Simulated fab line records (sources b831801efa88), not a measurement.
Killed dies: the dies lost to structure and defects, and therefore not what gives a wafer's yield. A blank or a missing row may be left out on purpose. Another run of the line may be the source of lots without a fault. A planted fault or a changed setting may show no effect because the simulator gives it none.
8D (eight disciplines) problem report, filled in by code || flow gf180mcu || the parts of the form that need people (team, actions taken, sign-off) are left out

1. THE ISSUE
Wafers without a fault read 1.0129e+12, standard deviation 1e+09; dose-ions-cm2 at GF_VT_IMPLANT_IMPLANT_41 reads a mean of 9.3882e+11 on 6 wafers belonging to 2 lots. Relative to the usual mean, that is a shift of -74 standard deviations.
Seen first at day 11 21:07 on implanter-04, wafer L268.3. Wafers with a number at this step in the record: 39, from 13 lots. By rule, "out" or "out of limits" means more than 4 standard deviations away from the usual mean. The rest of the wafers with a number are treated as sound.

2. WHAT THIS IS AND IS NOT
{"question": "which readings at this step", "is": "dose-ions-cm2", "is not": "tilt-deg"}
{"question": "which lots", "is": "L268, L270", "is not": "L253, L254, L255, L259, L260, L261, L262, L272, L273, L274, L276"}
{"question": "which wafers of those lots", "is": "all that have a number", "is not": "-"}
{"question": "read on which tools", "is": "implanter-04", "is not": "implanter-01, implanter-03"}
{"question": "when", "is": "from day 11 21:07", "is not": "up to then (21 sound wafers); but 12 sound wafers of L272, L273, L274, L276 came after"}

3. WHAT RULES OUT EACH SUSPECT
Counting: a tool at a process step up to the reading stays a suspect if it ran every lot that is out and no sound lot after the first of them.
- implanter-04 at GF_VT_IMPLANT_IMPLANT_41: kept. Every lot that is out went through it, starting with L268 (day 11 21:07), and after that it ran no sound lot; the last sound lot it ran before then is L261 (day 9 20:22). Out on those wafers are its own readings of dose-ions-cm2.
The count leaves implanter-04 at GF_VT_IMPLANT_IMPLANT_41.

4. THE CAUSE (what the simulator had put in)
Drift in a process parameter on implanter-04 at GF_VT_IMPLANT_IMPLANT_41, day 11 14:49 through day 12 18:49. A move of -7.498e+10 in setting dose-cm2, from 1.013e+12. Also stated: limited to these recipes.
This tool alone remained once counting was done.

5. SEQUENCE OF EFFECTS, ordered by route
Each row: a reading where the mean over the struck wafers with a number is more than 3 standard deviations away from the usual. Readings are gone through only where the record gives a usual standard deviation; hours: the median, over the lots, of the time from a lot's start at the first step in this table giving one to that lot's start at this step; sigmas: the change measured in usual standard deviations.
{"hours": 0, "step": "GF_VT_IMPLANT_IMPLANT_41", "reading": "dose-ions-cm2", "usual": 1.0129e+12, "on struck wafers": 9.3882e+11, "change": -7.4083e+10, "sigmas": -74}
{"hours": 0, "step": "GF_VT_IMPLANT_IMPLANT_41", "reading": "faraday-current-uA", "usual": 5.71, "on struck wafers": 5.21, "change": -0.50, "sigmas": -4.2}
{"hours": 0, "step": "GF_VT_IMPLANT_TW_MEAS_43", "reading": "VT_IMPLANT_4_TW", "usual": 689, "on struck wafers": 674, "change": -15, "sigmas": -3.0}
Its process steps:
- GF_VT_IMPLANT_IMPLANT_41

6. HOW IT WOULD HAVE BEEN CAUGHT EARLIER
In this record no reading fell out of limits until day 11 21:07, 6 hours after the fault had begun at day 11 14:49.
